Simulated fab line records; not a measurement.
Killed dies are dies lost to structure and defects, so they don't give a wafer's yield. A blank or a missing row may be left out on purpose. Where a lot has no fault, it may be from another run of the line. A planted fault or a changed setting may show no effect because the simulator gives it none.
Which tool was responsible? :: flow sky130 :: Sampling: 13 lots, 39 wafers, 2 of 708 route steps

## WHAT THE GAUGES SHOWED, per wafer
SKY_VIA2_THK_MEAS_01.
lot: L549
measured: day 36 08:07
on: filmMetro-04
VIA2_HDPCVD_THK (nm): 1175 1172 1192

lot: L550
measured: day 36 18:03
on: filmMetro-04
VIA2_HDPCVD_THK (nm): 1173 1163 1162

lot: L551
measured: day 36 20:08
on: filmMetro-03
VIA2_HDPCVD_THK (nm): 1181 1180 1178

lot: L552
measured: day 37 03:14
on: filmMetro-02
VIA2_HDPCVD_THK (nm): 1191 1186 1194

lot: L554
measured: day 37 15:18
on: filmMetro-04
VIA2_HDPCVD_THK (nm): 1173 1191 1189

lot: L555
measured: day 37 18:57
on: filmMetro-04
VIA2_HDPCVD_THK (nm): 1160 1172 1167

lot: L556
measured: day 38 09:09
on: filmMetro-03
VIA2_HDPCVD_THK (nm): 1179 1194 1176

lot: L557
measured: day 38 09:22
on: filmMetro-04
VIA2_HDPCVD_THK (nm): 1179 1170 1174

lot: L563
measured: day 40 12:46
on: filmMetro-04
VIA2_HDPCVD_THK (nm): 1162 1171 1418 1161 1171 1418

lot: L566
measured: day 41 03:29
on: filmMetro-03
VIA2_HDPCVD_THK (nm): 1177 1167 1166

lot: L569
measured: day 41 23:07
on: filmMetro-04
VIA2_HDPCVD_THK (nm): 1180 1178 1174

lot: L570
measured: day 42 07:34
on: filmMetro-02
VIA2_HDPCVD_THK (nm): 1168 1171 1181

lot: L572
measured: day 42 20:20
on: filmMetro-03
VIA2_HDPCVD_THK (nm): 1156 1150 1152

## TOOL THAT RAN EACH LOT (tool first, then ch and the chambers of the sampled wafers, then the start)
lot: L549
SKY_VIA2_HDPCVD_00: hdpcvd-02 ch 0,1,2, day 36 07:58

lot: L550
SKY_VIA2_HDPCVD_00: hdpcvd-01 ch 1,2, day 36 17:56

lot: L551
SKY_VIA2_HDPCVD_00: hdpcvd-02 ch 0,1,2, day 36 20:00

lot: L552
SKY_VIA2_HDPCVD_00: hdpcvd-01 ch 1,2, day 37 03:06

lot: L554
SKY_VIA2_HDPCVD_00: hdpcvd-01 ch 0,1,2, day 37 15:11

lot: L555
SKY_VIA2_HDPCVD_00: hdpcvd-02 ch 0,2, day 37 18:49

lot: L556
SKY_VIA2_HDPCVD_00: hdpcvd-01 ch 0,1,2, day 38 09:01

lot: L557
SKY_VIA2_HDPCVD_00: hdpcvd-02 ch 0,1,2, day 38 09:14

lot: L563
SKY_VIA2_HDPCVD_00: hdpcvd-02 ch 0,1,2, day 40 12:38

lot: L566
SKY_VIA2_HDPCVD_00: hdpcvd-01 ch 1,2, day 41 03:22

lot: L569
SKY_VIA2_HDPCVD_00: hdpcvd-01 ch 0,1,2, day 41 22:59

lot: L570
SKY_VIA2_HDPCVD_00: hdpcvd-01 ch 0,2, day 42 07:26

lot: L572
SKY_VIA2_HDPCVD_00: hdpcvd-01 ch 1,2, day 42 20:13
- SKY_VIA2_HDPCVD_00: deposits SiO2, target thk 1180 nm, time 196.7 s.

## AS READ BY THE TOOLS THEMSELVES (means over the sampled wafers that have a number; for cases with no such wafer, the mark the record gives instead)
SKY_VIA2_HDPCVD_00.
lot: L549
tool: hdpcvd-02
runLengthS (s): 224.3

lot: L550
tool: hdpcvd-01
runLengthS (s): 224.8

lot: L551
tool: hdpcvd-02
runLengthS (s): 224.0

lot: L552
tool: hdpcvd-01
runLengthS (s): 225.3

lot: L554
tool: hdpcvd-01
runLengthS (s): 224.6

lot: L555
tool: hdpcvd-02
runLengthS (s): 224.3

lot: L556
tool: hdpcvd-01
runLengthS (s): 225.0

lot: L557
tool: hdpcvd-02
runLengthS (s): 224.2

lot: L563
tool: hdpcvd-02
runLengthS (s): 237.0

lot: L566
tool: hdpcvd-01
runLengthS (s): 224.8

lot: L569
tool: hdpcvd-01
runLengthS (s): 224.9

lot: L570
tool: hdpcvd-01
runLengthS (s): 225.0

lot: L572
tool: hdpcvd-01
runLengthS (s): 225.1

## THE ANSWER, worked out from the rows above alone
Rule: usual is defined by the lots themselves. The widest of any qualifying gaps counts: lots, ordered by their means at a reading, are off when they make up no more than a third of the lots, leave a main group of 4 or more, and stand apart from it by 3 or more times the standard deviation of that group's means. A main group whose means are all the same, to the digits that the tables above print for the reading, isn't used. Also off: a lot with no number at a reading for which 4 or more lots have one. Any other lot the step has rows for is counted as sound. The gauges are gone through in route order, then the tools' own readings, and for those a lot's mean is taken as printed above. The first step at which some lot is off is used, and at that step the reading that is off furthest; a lot without a number counts as furthest.
Off: at SKY_VIA2_THK_MEAS_01 (VIA2_HDPCVD_THK), L563. For the main group the mean is 1175 nm and the standard deviation 9.7.
A tool fits if, at a process step before that reading, it ran every lot that is off, and no sound lot after the first of them. Not tried: the gauges at SKY_VIA2_THK_MEAS_01; whatever is off there is also off at SKY_VIA2_HDPCVD_00, on other tools, and gauge error can't account for it. One fits: hdpcvd-02 at SKY_VIA2_HDPCVD_00. A fault onset in the window from L557 (day 38 09:14, its last sound lot) to L563 (day 40 12:38, its first lot off) fits.
The tool's own readings at SKY_VIA2_HDPCVD_00 bear it out: on the lots that are off they differ by more than 5 times the standard deviation of the sound lots' means. runLengthS reads 237.0 s there against 224.7 s on the sound lots.

## WHAT HAD BEEN PUT IN BY THE SIMULATOR
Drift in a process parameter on hdpcvd-02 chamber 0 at SKY_VIA2_HDPCVD_00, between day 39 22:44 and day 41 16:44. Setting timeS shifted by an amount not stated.
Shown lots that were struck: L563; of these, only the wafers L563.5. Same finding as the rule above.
